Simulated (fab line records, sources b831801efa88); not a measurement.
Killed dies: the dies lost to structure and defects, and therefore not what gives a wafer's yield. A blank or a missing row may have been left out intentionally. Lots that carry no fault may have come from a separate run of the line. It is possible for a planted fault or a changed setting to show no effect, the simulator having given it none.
fab line records	flow sky130
record lots=12	wafers=35	last_day=50
route steps=708 shown VIA1@460 METAL2@484 PAD_OPEN@708
lots that met no fault: taken from a fault-free run of the same line
start_h: hours from the record's opening day to when the first of the lot's shown wafers began	wait_h: time in hours since the lot's previous step	" unchanged from the row above	L1.1+2: a row that stands for several wafers	- no value, or no start was given	* or withheld: withheld	< > ~ a bound
route shown NAME@n: names a module that has steps shown in the file, with the first one's number in the route	usual: mean/standard deviation taken from wafers without a fault	same: alike in all rows	chamber/n: place in a boat	sites: each site's reading	_std_site: standard deviation across them	_edge_site: the outer-site mean with the inner-site mean subtracted	radius_mm: how far each site lies from the wafer's centre	mask NAME#n: copy n	behind: tool/chamber where the wafer was last shaped	hold: cause of the lot's hold/its duration in hours/its outcome	device: the n, p or np transistor that did not switch	end of line: tests of these same wafers at the route's end	a step given without rows: its recipe and nothing more	killed: count of dies lost to structure and defects at first sort (not the wafer's yield)	map: dies across one wafer; x = killed, . = not, _ = none there
set.NAME: setting as actually run; set.NAME@STEP: the setting as run at that earlier step	model.NAME: the simulator's own value behind a step, which no gauge read
a sample of lots followed through the steps of the route, with each step as a table and each wafer as a row
services: the hour from which a tool's chamber was out of use, counted from the record's first day as start_h (under 0 if before that day), plus the number of hours and why
## steps
# step SKY_VIA1_CMP_02
# recipe material=SiO2	down_force_psi=4	platen_rpm=60	pad_velocity_m_s=0.94248
# usual edge_zone_pressure_frac=1.001/0.0051	motor_current_A=11.7/1.4
lot.wafer	tool	chamber	start_h	wait_h	edge_zone_pressure_frac	motor_current_A
L262.4	cmp-02	2	779.43	0.0	1.003	11.8
L262.6	"	2	"	"	0.998	11.9
L262.5	"	3	"	"	1.008	10.7
L263.3	cmp-02	1	789.73	0.2	0.994	14.8
L263.5	"	2	"	"	0.991	11.8
L263.6	"	3	"	"	1.000	10.3
L264.2	cmp-02	0	806.13	0.1	1.007	11.2
L264.1	"	1	"	"	0.998	14.9
L264.5	"	0	"	"	1.001	11.9
L265.3	cmp-01	3	831.89	0.1	1.000	11.9
L265.4	"	1	"	"	1.007	13.2
L265.5	"	2	"	"	1.006	9.9
L266.1	cmp-01	2	835.52	0.1	0.993	9.7
L266.5	"	1	"	"	0.999	12.7
L266.6	"	2	"	"	0.996	9.9
L268.4	cmp-02	2	837.38	0.1	0.995	12.0
L268.2	"	0	"	"	1.001	11.7
L268.6	"	2	"	"	1.004	11.5
L272.4	cmp-01	2	863.35	0.1	0.998	10.2
L272.5	"	2	"	"	1.006	9.7
L272.6	"	3	"	"	1.003	12.2
L274.3	cmp-01	1	884.04	0.0	1.005	14.0
L274.2	"	3	"	"	1.002	12.0
L276.3	cmp-01	1	895.90	0.1	0.998	13.4
L276.6	"	3	"	"	0.994	11.8
L276.5	"	0	"	"	1.003	10.4
L280.1	cmp-02	3	926.71	0.1	0.998	10.6
L280.3	"	1	"	"	1.005	14.4
L280.6	"	2	"	"	1.006	11.5
L281.4	cmp-02	0	928.01	0.0	1.000	11.7
L281.2	"	1	"	"	1.003	13.6
L281.6	"	0	"	"	1.006	12.1
L282.3	cmp-02	3	930.29	0.0	0.997	10.7
L282.1	"	2	"	"	1.004	12.0
L282.6	"	3	"	"	0.994	10.1
# step SKY_VIA1_CD_MEAS_12
# recipe target_cd_nm=150
# usual cd_nm=150.0/1.5
lot.wafer	tool	chamber	start_h	wait_h	cd_nm
L262.4	cd_sem-01	-	806.07	-	150.6
L262.5	"	-	"	"	149.9
L262.6	"	-	"	"	150.2
L263.3	cd_sem-01	-	816.07	-	148.9
L263.5	"	-	"	"	149.8
L263.6	"	-	"	"	148.9
L264.1	cd_sem-01	-	832.81	-	148.2
L264.2	"	-	"	"	149.3
L264.5	"	-	"	"	149.8
L265.3	cd_sem-02	-	857.92	-	151.8
L265.4	"	-	"	"	150.7
L265.5	"	-	"	"	150.9
L266.1	cd_sem-01	-	861.64	-	152.6
L266.5	"	-	"	"	151.7
L266.6	"	-	"	"	151.2
L268.2	cd_sem-01	-	864.08	-	149.7
L268.4	"	-	"	"	150.1
L268.6	"	-	"	"	149.5
L272.4	cd_sem-02	-	889.14	-	150.5
L272.5	"	-	"	"	152.0
L272.6	"	-	"	"	150.1
L274.2	cd_sem-01	-	909.91	-	150.1
L274.3	"	-	"	"	147.9
L276.3	cd_sem-01	-	921.68	-	150.7
L276.5	"	-	"	"	150.8
L276.6	"	-	"	"	149.3
L280.1	cd_sem-01	-	950.93	-	149.0
L280.3	"	-	"	"	150.0
L280.6	"	-	"	"	148.7
L281.2	cd_sem-02	-	952.08	-	148.6
L281.4	"	-	"	"	149.1
L281.6	"	-	"	"	147.5
L282.1	cd_sem-02	-	954.66	-	149.1
L282.3	"	-	"	"	148.9
L282.6	"	-	"	"	150.3
# step SKY_VIA1_ETCH_15
# recipe target=SiO2	chemistry=C4F8/O2/Ar	target_depth_nm=351	stop_on=TiN	mask_material=KrF-thick	source_w=1500	bias_w=1200	pressure_mtorr=40	c4f8_flow_sccm=withheld	O2_flow_sccm=6	Ar_flow_sccm=300	time_s=54
# usual oes_product_au=0.980/0.0059	rf_fwd_power_W=1485/5.8
lot.wafer	tool	chamber	start_h	wait_h	oes_product_au	rf_fwd_power_W	rf_hours_counter_h
L262.4	rie_diel-02	3	806.20	0.0	0.982	1486	5
L262.5	"	1	"	"	0.981	1485	-
L262.6	"	0	"	"	0.978	1484	-
L263.3	rie_diel-01	1	816.23	0.0	0.996	1491	21
L263.5	"	3	"	"	0.980	1478	-
L263.6	"	2	"	"	0.984	1487	-
L264.1	rie_diel-02	0	833.01	0.0	0.986	1487	5
L264.2	"	3	"	"	0.986	1475	6
L264.5	"	3	"	"	0.982	1477	-
L265.3	rie_diel-01	2	858.08	0.0	0.984	1492	3
L265.4	"	3	"	"	0.980	1478	10
L265.5	"	3	"	"	0.979	1484	-
L266.1	rie_diel-03	2	861.84	0.0	0.971	1483	5
L266.5	"	0	"	"	0.981	1489	-
L266.6	"	1	"	"	0.980	1488	-
L268.2	rie_diel-01	0	864.26	0.0	0.967	1480	12
L268.4	"	3	"	"	0.992	1484	10
L268.6	"	2	"	"	0.990	1491	-
L272.4	rie_diel-03	2	889.28	0.0	1.001	1486	6
L272.5	"	2	"	"	0.978	1486	-
L272.6	"	1	"	"	0.978	1491	-
L274.2	rie_diel-01	2	910.09	0.0	0.923	1491	4
L274.3	"	3	"	"	0.990	1481	12
L276.3	rie_diel-01	2	921.84	0.0	0.978	1495	5
L276.5	"	0	"	"	0.981	1482	-
L276.6	"	3	"	"	0.919	1482	-
L280.1	rie_diel-01	2	951.13	0.0	0.992	1496	6
L280.3	"	0	"	"	0.980	1481	15
L280.6	"	3	"	"	0.989	1485	-
L281.2	rie_diel-03	3	952.26	0.0	0.985	1488	16
L281.4	"	2	"	"	0.977	1487	8
L281.6	"	0	"	"	0.971	1485	-
L282.1	rie_diel-03	2	954.86	0.0	0.976	1485	8
L282.3	"	3	"	"	0.974	1489	16
L282.6	"	3	"	"	0.986	1488	-
# step SKY_METAL2_SPUTTER_01
# recipe material=TiN	target_thk_nm=20	power_w=6500	time_s=16.7	chamber_pressure_pa=0.4
# usual throttle_valve_pct=29.7/1.2
lot.wafer	tool	chamber	start_h	wait_h	throttle_valve_pct
L262.4	pvd_sputter-02	-	807.91	0.0	29.9
L262.5	"	-	"	"	30.1
L262.6	"	-	"	"	27.8
L263.3	pvd_sputter-02	-	817.65	0.0	29.9
L263.5	"	-	"	"	27.5
L263.6	"	-	"	"	29.7
L264.1	pvd_sputter-03	-	834.37	0.0	31.7
L264.2	"	-	"	"	28.6
L264.5	"	-	"	"	28.3
L265.3	pvd_sputter-04	-	859.48	0.0	30.9
L265.4	"	-	"	"	30.0
L265.5	"	-	"	"	30.9
L266.1	pvd_sputter-03	-	863.37	0.0	31.7
L266.5	"	-	"	"	31.3
L266.6	"	-	"	"	29.0
L268.2	pvd_sputter-02	-	866.11	0.0	30.0
L268.4	"	-	"	"	27.8
L268.6	"	-	"	"	29.9
L272.4	pvd_sputter-02	-	891.01	0.0	28.0
L272.5	"	-	"	"	30.0
L272.6	"	-	"	"	29.7
L274.2	pvd_sputter-03	-	911.94	0.0	31.5
L274.3	"	-	"	"	28.3
L276.3	pvd_sputter-04	-	923.13	0.0	30.8
L276.5	"	-	"	"	30.6
L276.6	"	-	"	"	29.8
L280.1	pvd_sputter-02	-	952.47	0.0	29.9
L280.3	"	-	"	"	29.8
L280.6	"	-	"	"	29.9
L281.2	pvd_sputter-03	-	953.69	0.0	31.5
L281.4	"	-	"	"	29.0
L281.6	"	-	"	"	29.2
L282.1	pvd_sputter-02	-	956.20	0.0	29.8
L282.3	"	-	"	"	29.9
L282.6	"	-	"	"	29.7
# step SKY_METAL2_SPUTTER_04
# recipe material=TiN	target_thk_nm=70	power_w=6500	time_s=58.3	chamber_pressure_pa=0.4
# usual throttle_valve_pct=29.7/1.2
lot.wafer	tool	chamber	start_h	wait_h	throttle_valve_pct
L262.4	pvd_sputter-02	-	807.98	0.0	30.1
L262.5	"	-	"	"	30.0
L262.6	"	-	"	"	27.7
L263.3	pvd_sputter-02	-	817.71	0.0	29.8
L263.5	"	-	"	"	27.6
L263.6	"	-	"	"	29.8
L264.1	pvd_sputter-03	-	834.44	0.0	31.5
L264.2	"	-	"	"	29.1
L264.5	"	-	"	"	28.5
L265.3	pvd_sputter-04	-	859.55	0.0	30.7
L265.4	"	-	"	"	30.3
L265.5	"	-	"	"	30.9
L266.1	pvd_sputter-03	-	863.44	0.0	31.4
L266.5	"	-	"	"	31.6
L266.6	"	-	"	"	28.8
L268.2	pvd_sputter-02	-	866.18	0.0	29.6
L268.4	"	-	"	"	27.9
L268.6	"	-	"	"	30.2
L272.4	pvd_sputter-02	-	891.08	0.0	27.8
L272.5	"	-	"	"	30.0
L272.6	"	-	"	"	29.5
L274.2	pvd_sputter-03	-	912.01	0.0	31.3
L274.3	"	-	"	"	28.5
L276.3	pvd_sputter-04	-	923.20	0.0	30.5
L276.5	"	-	"	"	30.6
L276.6	"	-	"	"	29.9
L280.1	pvd_sputter-02	-	952.54	0.0	30.1
L280.3	"	-	"	"	30.2
L280.6	"	-	"	"	30.1
L281.2	pvd_sputter-03	-	953.76	0.0	31.3
L281.4	"	-	"	"	29.1
L281.6	"	-	"	"	29.0
L282.1	pvd_sputter-02	-	956.26	0.0	29.9
L282.3	"	-	"	"	29.8
L282.6	"	-	"	"	29.7
# step SKY_PAD_OPEN_PROBE_99
# usual defect_limited_yield=82.0/1.9	killed_at_M0_to_M3=45/6.9	killed_at_M4_up=3.0/1.7	killed_at_contacts=25/5.6	killed_at_front_end=15/4.2	killed_at_other=0.3/0.55	killed_dies=89/9.6	killed_open=49/7.2	killed_short=39/6.5	sort_bin_3_pad_short=0.9/0.44	sort_bin_5_function=10.7/1.4	sort_bin_6_memory=6.4/1.3	sort_n_pass=403/9.6	sort_yield_pct=82.0/1.9
# same gross_dies=492	killed_at_back_side=0	sort_bin_4_leakage[%]=0	sort_bin_8_speed[%]=0
lot.wafer	tool	chamber	start_h	wait_h	defect_limited_yield[%]	killed_at_M0_to_M3	killed_at_M4_up	killed_at_contacts	killed_at_front_end	killed_at_other	killed_dies	killed_open	killed_short	sort_bin_3_pad_short[%]	sort_bin_5_function[%]	sort_bin_6_memory[%]	sort_n_pass	sort_yield_pct[%]
L266.1	prober-01	-	1130.09	0.1	81.9	48	3	24	14	0	89	48	41	0.2	10.4	7.5	403	81.9
L266.5	prober-01	-	1130.29	0.2	80.3	43	2	37	15	0	97	48	49	1.6	12.2	5.9	395	80.3
L266.6	prober-01	-	1130.34	0.2	83.7	49	1	20	10	0	80	49	31	0.4	10.2	5.7	412	83.7
# killed by level:class
L266.1 VIA3:geometric_particle:open=10 CONTACT:geometric_particle:open=8 LI_CONTACT:geometric_particle:open=7 VIA1:geometric_particle:short=7 METAL1:geometric_particle:open=6 LOCAL_INTERCONNECT:geometric_particle:short=6 METAL1:geometric_particle:short=6 POLY_GATE:geometric_particle:open=5
L266.5 CONTACT:geometric_particle:open=10 VIA3:geometric_particle:open=10 LI_CONTACT:geometric_particle:open=9 CONTACT:geometric_particle:short=6 METAL1:geometric_particle:short=6 VIA3:geometric_particle:short=6 LOCAL_INTERCONNECT:geometric_particle:short=5 VIA1:geometric_particle:open=5
L266.6 VIA1:geometric_particle:open=18 VIA2:geometric_particle:open=8 VIA3:geometric_particle:open=7 LI_CONTACT:geometric_particle:open=6 LOCAL_INTERCONNECT:geometric_particle:short=6 METAL3:geometric_particle:short=5 FIELD_ISO:geometric_particle:open=4 POLY_GATE:geometric_particle:short=4
## services
tool	chamber	start_h	hours	kind
cmp-01	-	755.54	0.9	repair
cmp-01	-	757.74	6.1	pm
pvd_sputter-04	-	762.24	0.6	repair
rie_diel-02	0	765.48	2.8	repair
rie_diel-02	1	783.88	1.9	repair
rie_diel-01	1	785.91	9.8	repair
cmp-01	-	786.57	1.2	repair
rie_diel-03	0	794.25	8.6	repair
cmp-01	-	812.01	6.3	repair
cmp-01	-	823.30	1.3	repair
rie_diel-01	2	845.22	5.1	repair
pvd_sputter-02	0	861.97	-	consumable_replace:kit
rie_diel-03	0	868.36	14.9	repair
rie_diel-02	1	868.47	9.3	repair
cmp-02	-	880.78	2.1	repair
rie_diel-03	-	887.92	0.9	repair
cmp-02	-	901.54	4.7	pm
rie_diel-01	0	907.31	13.5	repair
cmp-01	-	912.21	4.0	pm
pvd_sputter-04	-	913.38	1.6	repair
rie_diel-03	0	924.36	2.7	repair
rie_diel-03	3	925.08	7.8	repair
rie_diel-03	2	926.69	11.7	repair
cmp-02	-	952.26	1.2	repair
## key
first_sign step=SKY_VIA1_ETCH_15	reading=oes_product_au	direction=down	sigmas=10	usual=0.980	struck=0.921
effect none on later readings
met_at SKY_VIA1_CMP_02
struck_lots L274,L276
struck_wafers L274.2,L276.6
not_acting_at SKY_VIA1_CD_MEAS_12,SKY_METAL2_SPUTTER_01,SKY_METAL2_SPUTTER_04
onset_between 863.35 884.04
fault kind=process_parameter_drift	tool=cmp-01	chamber=-	onset_h=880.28	steps=SKY_VIA1_CMP_02	channel=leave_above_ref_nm	offset=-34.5	shape=step	end_h=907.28	scope=struck_wafers_only	acts_in=these_recipes_only	stated=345
